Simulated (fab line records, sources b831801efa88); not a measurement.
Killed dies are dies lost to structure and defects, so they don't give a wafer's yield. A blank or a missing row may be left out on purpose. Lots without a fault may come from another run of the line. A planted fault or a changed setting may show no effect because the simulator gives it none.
Chamber matching | flow gf180mcu | GF_V2_ETCH_16 on rie_diel-04: 4 sister chambers
The step etches BARC in N2/H2. 22 wafers are shown with their chamber, then 11 later ones without.

WAFERS WITH THEIR CHAMBER
wafer  | chamber | drypump_motor_current_A (A) | rf_fwd_power_W (W) | oes_product_au (a.u.)
L074.1 | 3       | 5.9                         | 497.5              | 0.855
L074.2 | 2       | 5.8                         | 491.4              | 0.851
L074.3 | 0       | 5.8                         | 494.7              | 0.852
L075.1 | 3       | 5.8                         | 493.1              | 0.851
L075.2 | 1       | 4.6                         | 489.8              | 0.856
L075.5 | 2       | 5.8                         | 491.7              | 0.854
L078.3 | 1       | 4.6                         | 491.4              | 0.849
L078.5 | 2       | 5.8                         | 492.2              | 0.852
L078.6 | 3       | 5.9                         | 493.1              | 0.860
L081.1 | 3       | 5.9                         | 496.9              | 0.853
L081.2 | 1       | 4.6                         | 491.3              | 0.855
L081.3 | 2       | 5.8                         | 492.0              | 0.848
L082.3 | 2       | 5.8                         | 493.1              | 0.852
L082.5 | 3       | 5.9                         | 495.9              | 0.858
L082.6 | 0       | 5.8                         | 493.6              | 0.855
L083.2 | 0       | 5.8                         | 490.1              | 0.847
L083.3 | 1       | 4.6                         | 490.1              | 0.863
L083.5 | 3       | 5.9                         | 497.4              | 0.852
L085.1 | 3       | 5.9                         | 495.8              | 0.852
L085.3 | 1       | 4.6                         | 492.3              | 0.863
L085.4 | 0       | 5.7                         | 492.2              | 0.851
L088.1 | 2       | 5.8                         | 491.1              | 0.859

SIGNATURES (means of the wafers above)
reading                 | chamber 0 | chamber 1 | chamber 2 | chamber 3 | scatter within a chamber
drypump_motor_current_A | 5.775     | 4.600     | 5.800     | 5.886     | 0.0299
rf_fwd_power_W          | 492.650   | 490.980   | 491.917   | 495.671   | 1.48
oes_product_au          | 0.85125   | 0.85720   | 0.85267   | 0.85443   | 0.00415
Rule: a wafer's distance from a chamber is the root of the sum, over the readings, of the square of ((its reading less the chamber's mean) divided by the reading's scatter). The wafer belongs to the nearest chamber; if the next one is less than 2 further off, it can't be placed. The scatter: the root of (the sum of the squares of (reading less its chamber's mean) over the shown wafers, divided by (wafers less chambers)).

WAFERS WITHOUT THEIR CHAMBER
wafer  | drypump_motor_current_A (A) | rf_fwd_power_W (W) | oes_product_au (a.u.)
L088.2 | 5.9                         | 494.8              | 0.858
L088.6 | 5.9                         | 496.1              | 0.853
L089.2 | 5.8                         | 490.3              | 0.855
L089.4 | 5.9                         | 494.2              | 0.858
L089.5 | 5.8                         | 492.7              | 0.861
L094.1 | 4.6                         | 488.4              | 0.857
L094.4 | 5.8                         | 489.4              | 0.851
L094.6 | 4.6                         | 489.2              | 0.860
L096.2 | 4.6                         | 490.1              | 0.852
L096.3 | 5.7                         | 495.4              | 0.854
L096.5 | 5.7                         | 494.1              | 0.853

WHICH CHAMBER EACH WENT THROUGH
wafer  | from the rows above          | in truth
L088.2 | 3                            | 3
L088.6 | 3                            | 3
L089.2 | can't be placed: 2 or 0      | 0
L089.4 | 3                            | 3
L089.5 | can't be placed: 2 or 0 or 3 | 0
L094.1 | 1                            | 1
L094.4 | can't be placed: 2 or 0      | 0
L094.6 | 1                            | 1
L096.2 | 1                            | 1
L096.3 | can't be placed: 0 or 2      | 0
L096.5 | can't be placed: 0 or 2      | 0
Placed correctly: 6 of 11. Can't be placed from these rows: 5 (the true chamber is among the candidates in 5). Placed wrongly: 0.
